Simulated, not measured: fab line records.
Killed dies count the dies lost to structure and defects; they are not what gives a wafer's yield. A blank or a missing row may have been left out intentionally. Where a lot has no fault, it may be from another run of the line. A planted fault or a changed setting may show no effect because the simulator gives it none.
2 desks looking at one fault    flow sky130    what lay behind the numbers comes last; until then each desk has only its own

== DESK OF THE TOOL OWNER: cmp-02 ==
The tool's own readings at SKY_LI_CONTACT_CMP_02 (polishes PSG): means of the sampled wafers that have a number, for each lot that ran on this tool. If a lot's mean is further than 4 standard deviations from the usual mean, the lot is out of limits and carries the mark OUT (the distance appears in the brackets).
Columns: A = edge zone pressure frac at SKY_LI_CONTACT_CMP_02, usual 0.999; B = head pressure psi at SKY_LI_CONTACT_CMP_02, usual 4.000 psi; C = motor current A at SKY_LI_CONTACT_CMP_02, usual 12.6 A; D = time to endpoint s at SKY_LI_CONTACT_CMP_02, usual 32.5 s
lot   first seen here  A      B      C     D
L833  day 28 21:32     0.996  3.995  12.9  35.6
L834  day 29 08:58     1.000  3.997  12.5  32.9
L836  day 30 05:22     1.000  4.001  11.2  32.0
L839  day 31 12:28     1.003  4.000  12.8  30.0
L849  day 34 11:16     0.995  3.998  12.3  31.2
L851  day 35 00:23     0.998  4.003  11.7  34.3
This desk's verdict: no lot among the 6 shows anything out of limits.

== AT THE METROLOGY DESK ==
What the gauges read, lot by lot, whatever tool the lot ran on: means of the sampled wafers that have a number. If a lot's mean is further than 4 standard deviations from the usual mean, the lot is out of limits and carries the mark OUT (the distance appears in the brackets).
Columns: A = SD_N_OVL at SKY_SD_N_OVL_MEAS_08, usual 0.9 nm; B = LI_CONTACT_BOW at SKY_LI_CONTACT_BOW_MEAS_03, usual 54 um; C = cd nm at SKY_LI_CONTACT_CD_MEAS_12, usual 170.4 nm
lot   first seen here  A     B   C
L833  day 28 20:16     1.4   48  169.8
L834  day 29 07:39     0.1   55  169.5
L836  day 30 04:06     2.1   61  168.4
L839  day 31 11:07     0.4   56  170.6
L841  day 32 07:49     0.5   67  170.2
L842  day 32 12:16     1.3   75  169.0
L843  day 32 14:40     0.7   66  171.3
L849  day 34 09:59     -0.3  60  171.5
L851  day 34 22:55     2.1   58  169.8
L852  day 35 02:04     0.1   57  171.8
L853  day 35 16:30     1.1   47  170.0
This desk's verdict: no lot among the 11 shows anything out of limits.

== BROUGHT TOGETHER ==
The desk of the tool owner found nothing out of limits.
Metrology desk: nothing out of limits seen.

== WHAT HAD BEEN PUT IN BY THE SIMULATOR ==
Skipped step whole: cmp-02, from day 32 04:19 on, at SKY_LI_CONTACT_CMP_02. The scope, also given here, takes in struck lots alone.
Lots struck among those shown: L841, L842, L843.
